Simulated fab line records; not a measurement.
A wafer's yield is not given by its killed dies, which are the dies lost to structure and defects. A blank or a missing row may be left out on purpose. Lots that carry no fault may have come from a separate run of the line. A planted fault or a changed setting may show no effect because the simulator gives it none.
Matching of chambers -- flow sky130 -- 4 sister chambers for SKY_PASSIVATION_ETCH_11 on rie-diel-04
The step etches the open film in CF4/O2, stops on AlCu, target depth 725 nm, time 161.1 s. 8 wafers are shown with their chamber, then 8 later ones without.

## WAFERS PAIRED WITH THEIR CHAMBERS
wafer,chamber,throttle-valve-pct (%),oes-product-au (a.u.)
L082.6,2,5.949,0.985
L085.1,1,5.958,0.983
L085.2,2,5.962,0.979
L085.3,3,5.953,0.975
L085.4,0,5.960,0.997
L085.5,0,5.964,0.987
L085.6,1,5.980,0.982
L086.1,3,5.961,0.979

## WAFERS WITH NO CHAMBER GIVEN
wafer,throttle-valve-pct (%),oes-product-au (a.u.)
L086.4,5.951,0.983
L086.5,5.981,0.974
L087.1,5.965,0.975
L087.2,5.959,0.975
L087.3,5.973,0.966
L087.4,5.975,0.989
L087.5,5.960,0.985
L087.6,5.961,0.972

## WHICH CHAMBER EACH WENT THROUGH
wafer,from the rows above,in truth
L086.4,can't be placed: 2 or 3 or 1 or 0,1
L086.5,can't be placed: 1 or 3 or 2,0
L087.1,can't be placed: 3 or 1 or 2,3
L087.2,can't be placed: 3 or 2 or 1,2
L087.3,can't be placed: 3 or 1 or 2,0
L087.4,can't be placed: 0 or 1 or 2 or 3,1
L087.5,can't be placed: 2 or 1 or 0 or 3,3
L087.6,can't be placed: 3 or 2 or 1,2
Correct placement for 0 of the 8. These rows do not allow placing 8 (true chamber among the candidates in 6). Number placed wrongly: 0.
How it was worked out, from the rows above alone: a wafer's distance from a chamber is the root of the sum, over the readings, of the square of ((its reading less the chamber's mean) divided by the reading's scatter). If the next closest chamber is less than 2 further off than the closest, the wafer can't be placed; otherwise it belongs to the closest. A chamber's mean is the mean of its shown wafers. The scatter: take each reading less its chamber's mean, square it, sum over the shown wafers, divide by the number of wafers less the number of chambers, and take the root.
